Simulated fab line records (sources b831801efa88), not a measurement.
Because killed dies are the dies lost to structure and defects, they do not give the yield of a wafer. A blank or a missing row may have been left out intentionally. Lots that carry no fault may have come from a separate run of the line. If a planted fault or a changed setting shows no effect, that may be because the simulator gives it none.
Which of the tools did it? / flow gf180mcu / 6 lots, 18 wafers sampled, at 3 steps of a route of 602

== WHAT EACH GAUGE READ, for each wafer ==
GF_VT_IMPLANT_RS_MEAS_49: uses a four-point probe to measure.
lot=L626; measured=day 8 05:09; on=film-metro-01; MVPSD_RS (ohm/sq)=1169.6 1165.7 1169.7
lot=L628; measured=day 8 15:02; on=film-metro-04; MVPSD_RS (ohm/sq)=1167.0 1170.9 1164.7
lot=L630; measured=day 9 05:08; on=film-metro-03; MVPSD_RS (ohm/sq)=1168.9 1168.1 1167.9
lot=L634; measured=day 10 07:40; on=film-metro-01; MVPSD_RS (ohm/sq)=1170.4 1172.9 1167.5
lot=L641; measured=day 12 06:46; on=film-metro-03; MVPSD_RS (ohm/sq)=1196.5 1196.2 1196.6
lot=L646; measured=day 13 19:32; on=film-metro-03; MVPSD_RS (ohm/sq)=1170.2 1170.5 1168.5

== WHICH TOOL RAN EACH LOT (tool, then ch and the chambers of the sampled wafers, then the start) ==
lot=L626; GF_STI_ETCH_14=rie-si-01 ch 1,2, day 2 14:17; GF_MVPSD_IMPLANT_09=implanter-03 ch 0, day 5 14:59
lot=L628; GF_STI_ETCH_14=rie-si-02 ch 0,1,3, day 2 22:14; GF_MVPSD_IMPLANT_09=implanter-04 ch 0, day 5 22:58
lot=L630; GF_STI_ETCH_14=rie-si-01 ch 0,2,3, day 3 08:11; GF_MVPSD_IMPLANT_09=implanter-02 ch 0, day 6 12:38
lot=L634; GF_STI_ETCH_14=rie-si-02 ch 0,2,3, day 4 05:29; GF_MVPSD_IMPLANT_09=implanter-02 ch 0, day 7 11:38
lot=L641; GF_STI_ETCH_14=rie-si-02 ch 1,3, day 5 17:14; GF_MVPSD_IMPLANT_09=implanter-03 ch 0, day 9 05:13
lot=L646; GF_STI_ETCH_14=rie-si-01 ch 0,1,3, day 6 18:49; GF_MVPSD_IMPLANT_09=implanter-04 ch 0, day 10 13:21
- GF_STI_ETCH_14: etches Si in HBr/Cl2/O2, target depth 360 nm, time 102.9 s.
- GF_MVPSD_IMPLANT_09

== THE ANSWER, worked out from the rows above alone ==
Rule: what is usual is taken from the lots themselves. The widest of any qualifying gaps counts: lots, ordered by their means at a reading, are off when they make up no more than a third of the lots, leave a main group of 4 or more, and stand apart from it by 3 or more times the standard deviation of that group's means. If all means in a main group match to the digits the tables above print for the reading, that group is not used. Also off: a lot with no number at a reading for which 4 or more lots have one. All remaining lots with rows at the step are treated as sound.
Off: at GF_VT_IMPLANT_RS_MEAS_49 (MVPSD_RS), L641. Mean 1168.8 ohm/sq and standard deviation 1 in the main group.
A tool fits if, at a process step before that reading, it ran every lot that is off, and no sound lot after the first of them. Gauges at GF_VT_IMPLANT_RS_MEAS_49: tried the same way as those tools. Can't be told from this: 2 tools fit, rie-si-02 at GF_STI_ETCH_14, implanter-03 at GF_MVPSD_IMPLANT_09.

== WHAT WAS PUT IN BY THE SIMULATOR ==
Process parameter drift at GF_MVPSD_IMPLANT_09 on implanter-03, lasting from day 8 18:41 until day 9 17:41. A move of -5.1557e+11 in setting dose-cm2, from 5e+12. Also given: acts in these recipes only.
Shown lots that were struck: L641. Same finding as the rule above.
